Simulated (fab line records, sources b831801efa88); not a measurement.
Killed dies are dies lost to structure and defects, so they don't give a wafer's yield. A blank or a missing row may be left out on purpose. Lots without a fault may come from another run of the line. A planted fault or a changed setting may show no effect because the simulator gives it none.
Chamber matching | flow gf180mcu | GF_V1_CMP_26 on cmp-02: 4 sister chambers
The step polishes, stops on SiO2, t overpolish 15 s, target thk 0 nm. 4 wafers are shown with their chamber, then 8 later ones without.

WAFERS WITH THEIR CHAMBER
wafer  | chamber | time_to_endpoint_s (s)
L973.2 | 1       | 79
L979.2 | 2       | 85
L979.6 | 0       | 88
L984.2 | 3       | 88

WAFERS WITHOUT THEIR CHAMBER
wafer  | time_to_endpoint_s (s)
L984.4 | 86
L984.5 | 84
L986.2 | 81
L986.3 | 82
L986.5 | 84
L987.1 | 76
L987.5 | 78
L987.6 | 83

WHICH CHAMBER EACH WENT THROUGH
wafer  | from the rows above               | in truth
L984.4 | can't be placed: 2 or 0 or 3      | 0
L984.5 | can't be placed: 2 or 0 or 3      | 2
L986.2 | can't be placed: 1 or 2           | 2
L986.3 | can't be placed: 1 or 2 or 0 or 3 | 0
L986.5 | can't be placed: 2 or 0 or 3      | 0
L987.1 | 1                                 | 1
L987.5 | 1                                 | 1
L987.6 | can't be placed: 2 or 1 or 0 or 3 | 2
Placed correctly: 2 of 8. Can't be placed from these rows: 6 (the true chamber is among the candidates in 6). Placed wrongly: 0.
How it was worked out, from the rows above alone: a wafer's distance from a chamber is the root of the sum, over the readings, of the square of ((its reading less the chamber's mean) divided by the reading's scatter). The wafer belongs to the nearest chamber; if the next one is less than 2 further off, it can't be placed. A chamber's mean is the mean of its shown wafers. The scatter: with one shown wafer a chamber, the root of the mean of the squares of how far each hidden wafer lies from its nearest shown one.
